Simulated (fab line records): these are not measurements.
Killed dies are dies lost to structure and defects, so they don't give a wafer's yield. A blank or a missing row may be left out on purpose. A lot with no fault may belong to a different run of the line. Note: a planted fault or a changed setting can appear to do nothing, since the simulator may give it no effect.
fab line records || flow sfq_line
record: {"lots": 14, "wafers": 42, "last_day": 100}
route steps=325 shown M0@33
lots that met no fault: from a run of the same line without faults
start_h: hours from the record's opening day to when the first of the lot's shown wafers began || wait_h: how many hours have passed since the lot's step before this one || " identical to the entry in the row above || L1.1+2: a row that stands for several wafers || - no value, or no start was given || * or withheld: withheld || < > ~ a bound
route shown NAME@n: a module of which the file shows steps, and the number in the route of the first || usual: average and standard deviation across the fault-free wafers || same: alike in all rows || chamber/n: place in a boat || sites: each site's reading || _std_site: their standard deviation || _edge_site: mean of outer sites minus mean of inner sites || radius_mm: for every site, how far away it sits from the centre of the wafer || mask NAME#n: copy n || behind: the most recent tool/chamber to have shaped the wafer || hold: the reason the lot was held/the length of the hold in hours/how it ended || device: whichever transistor did not switch (one of n, p or np) || end of line: tests run on the same wafers once the route is complete || a step given without rows: its recipe and nothing more || killed: the dies lost at the first sort to structure and to defects; this is not the yield of the wafer || map: dies across one wafer; x = killed, . = not, _ = none there
set.NAME: the setting the step ran with; set.NAME@STEP: the setting that earlier step ran with || model.NAME: the simulator's own value behind a step, which no gauge read
one table for each step of the route and one row for each wafer, over a sample of lots
== steps ==
step: SFQ_TRILAYER_M0_LITHO_COAT_021
recipe: {"resist": "KrF", "spin_rpm": 3000, "resist_thk_nm": 600}
usual: {"spin_speed_rpm": "3000.0/2"}
{"lot.wafer": "L741.1", "tool": "litho_track-03", "chamber": 0, "start_h": 176.65, "wait_h": 0.2, "spin_speed_rpm": 3002.0}
{"lot.wafer": "L741.2", "tool": "litho_track-03", "chamber": 0, "start_h": 176.65, "wait_h": 0.2, "spin_speed_rpm": 2999.3}
{"lot.wafer": "L741.3", "tool": "litho_track-03", "chamber": 0, "start_h": 176.65, "wait_h": 0.2, "spin_speed_rpm": 3000.9}
{"lot.wafer": "L742.1", "tool": "litho_track-01", "chamber": 0, "start_h": 187.69, "wait_h": 0.2, "spin_speed_rpm": 2999.6}
{"lot.wafer": "L742.3", "tool": "litho_track-01", "chamber": 0, "start_h": 187.69, "wait_h": 0.2, "spin_speed_rpm": 3001.8}
{"lot.wafer": "L742.5", "tool": "litho_track-01", "chamber": 0, "start_h": 187.69, "wait_h": 0.2, "spin_speed_rpm": 3001.2}
{"lot.wafer": "L746.1", "tool": "litho_track-02", "chamber": 0, "start_h": 221.53, "wait_h": 0.2, "spin_speed_rpm": 3003.1}
{"lot.wafer": "L746.4", "tool": "litho_track-02", "chamber": 0, "start_h": 221.53, "wait_h": 0.2, "spin_speed_rpm": 3001.6}
{"lot.wafer": "L746.5", "tool": "litho_track-02", "chamber": 0, "start_h": 221.53, "wait_h": 0.2, "spin_speed_rpm": 3002.0}
{"lot.wafer": "L750.3", "tool": "litho_track-01", "chamber": 0, "start_h": 246.79, "wait_h": 0.2, "spin_speed_rpm": 3341.4}
{"lot.wafer": "L750.4", "tool": "litho_track-01", "chamber": 0, "start_h": 246.79, "wait_h": 0.2, "spin_speed_rpm": 3340.4}
{"lot.wafer": "L750.6", "tool": "litho_track-01", "chamber": 0, "start_h": 246.79, "wait_h": 0.2, "spin_speed_rpm": 3341.5}
{"lot.wafer": "L751.1", "tool": "litho_track-01", "chamber": 0, "start_h": 254.89, "wait_h": 0.2, "spin_speed_rpm": 3341.3}
{"lot.wafer": "L751.3", "tool": "litho_track-01", "chamber": 0, "start_h": 254.89, "wait_h": 0.2, "spin_speed_rpm": 3339.0}
{"lot.wafer": "L751.5", "tool": "litho_track-01", "chamber": 0, "start_h": 254.89, "wait_h": 0.2, "spin_speed_rpm": 3340.2}
{"lot.wafer": "L752.3", "tool": "litho_track-02", "chamber": 0, "start_h": 260.99, "wait_h": 0.2, "spin_speed_rpm": 2996.8}
{"lot.wafer": "L752.4", "tool": "litho_track-02", "chamber": 0, "start_h": 260.99, "wait_h": 0.2, "spin_speed_rpm": 2998.9}
{"lot.wafer": "L752.6", "tool": "litho_track-02", "chamber": 0, "start_h": 260.99, "wait_h": 0.2, "spin_speed_rpm": 2998.5}
{"lot.wafer": "L753.1", "tool": "litho_track-03", "chamber": 0, "start_h": 265.78, "wait_h": 0.2, "spin_speed_rpm": 3001.8}
{"lot.wafer": "L753.3", "tool": "litho_track-03", "chamber": 0, "start_h": 265.78, "wait_h": 0.2, "spin_speed_rpm": 3000.2}
{"lot.wafer": "L753.5", "tool": "litho_track-03", "chamber": 0, "start_h": 265.78, "wait_h": 0.2, "spin_speed_rpm": 3001.9}
{"lot.wafer": "L754.1", "tool": "litho_track-02", "chamber": 0, "start_h": 270.60, "wait_h": 0.2, "spin_speed_rpm": 3005.5}
{"lot.wafer": "L754.5", "tool": "litho_track-02", "chamber": 0, "start_h": 270.60, "wait_h": 0.2, "spin_speed_rpm": 3001.6}
{"lot.wafer": "L754.6", "tool": "litho_track-02", "chamber": 0, "start_h": 270.60, "wait_h": 0.2, "spin_speed_rpm": 3001.1}
{"lot.wafer": "L757.1", "tool": "litho_track-02", "chamber": 0, "start_h": 297.35, "wait_h": 0.2, "spin_speed_rpm": 3000.6}
{"lot.wafer": "L757.5", "tool": "litho_track-02", "chamber": 0, "start_h": 297.35, "wait_h": 0.2, "spin_speed_rpm": 3000.5}
{"lot.wafer": "L757.6", "tool": "litho_track-02", "chamber": 0, "start_h": 297.35, "wait_h": 0.2, "spin_speed_rpm": 2999.5}
{"lot.wafer": "L758.1", "tool": "litho_track-02", "chamber": 0, "start_h": 303.33, "wait_h": 0.2, "spin_speed_rpm": 2996.6}
{"lot.wafer": "L758.4", "tool": "litho_track-02", "chamber": 0, "start_h": 303.33, "wait_h": 0.2, "spin_speed_rpm": 3000.3}
{"lot.wafer": "L758.6", "tool": "litho_track-02", "chamber": 0, "start_h": 303.33, "wait_h": 0.2, "spin_speed_rpm": 2995.9}
{"lot.wafer": "L760.3", "tool": "litho_track-01", "chamber": 0, "start_h": 324.73, "wait_h": 0.2, "spin_speed_rpm": 3000.7}
{"lot.wafer": "L760.4", "tool": "litho_track-01", "chamber": 0, "start_h": 324.73, "wait_h": 0.2, "spin_speed_rpm": 2999.5}
{"lot.wafer": "L760.6", "tool": "litho_track-01", "chamber": 0, "start_h": 324.73, "wait_h": 0.2, "spin_speed_rpm": 3001.7}
{"lot.wafer": "L761.3", "tool": "litho_track-02", "chamber": 0, "start_h": 329.56, "wait_h": 0.2, "spin_speed_rpm": 2999.3}
{"lot.wafer": "L761.4", "tool": "litho_track-02", "chamber": 0, "start_h": 329.56, "wait_h": 0.2, "spin_speed_rpm": 2999.0}
{"lot.wafer": "L761.6", "tool": "litho_track-02", "chamber": 0, "start_h": 329.56, "wait_h": 0.2, "spin_speed_rpm": 3000.7}
{"lot.wafer": "L762.2", "tool": "litho_track-02", "chamber": 0, "start_h": 337.91, "wait_h": 0.2, "spin_speed_rpm": 2999.6}
{"lot.wafer": "L762.3", "tool": "litho_track-02", "chamber": 0, "start_h": 337.91, "wait_h": 0.2, "spin_speed_rpm": 2997.0}
{"lot.wafer": "L762.4", "tool": "litho_track-02", "chamber": 0, "start_h": 337.91, "wait_h": 0.2, "spin_speed_rpm": 2998.7}
{"lot.wafer": "L763.1", "tool": "litho_track-02", "chamber": 0, "start_h": 349.20, "wait_h": 0.2, "spin_speed_rpm": 3001.9}
{"lot.wafer": "L763.4", "tool": "litho_track-02", "chamber": 0, "start_h": 349.20, "wait_h": 0.2, "spin_speed_rpm": 2998.3}
{"lot.wafer": "L763.5", "tool": "litho_track-02", "chamber": 0, "start_h": 349.20, "wait_h": 0.2, "spin_speed_rpm": 2998.8}
== key ==
first_sign: {"step": "SFQ_TRILAYER_M0_LITHO_COAT_021", "reading": "spin_speed_rpm", "direction": "up", "sigmas": "99+", "usual": 3000.0, "struck": 3340.7}
effect none on later readings
met_at SFQ_TRILAYER_M0_LITHO_COAT_021
struck_lots L750,L751
onset_between 187.69 246.79
fault: {"kind": "process_parameter_drift", "tool": "litho_track-01", "chamber": "-", "onset_h": 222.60, "steps": "SFQ_TRILAYER_M0_LITHO_COAT_021", "channel": "spin_rpm", "offset": 340.75, "shape": "step", "end_h": 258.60, "acts_in": "these_recipes_only", "stated": 3000}
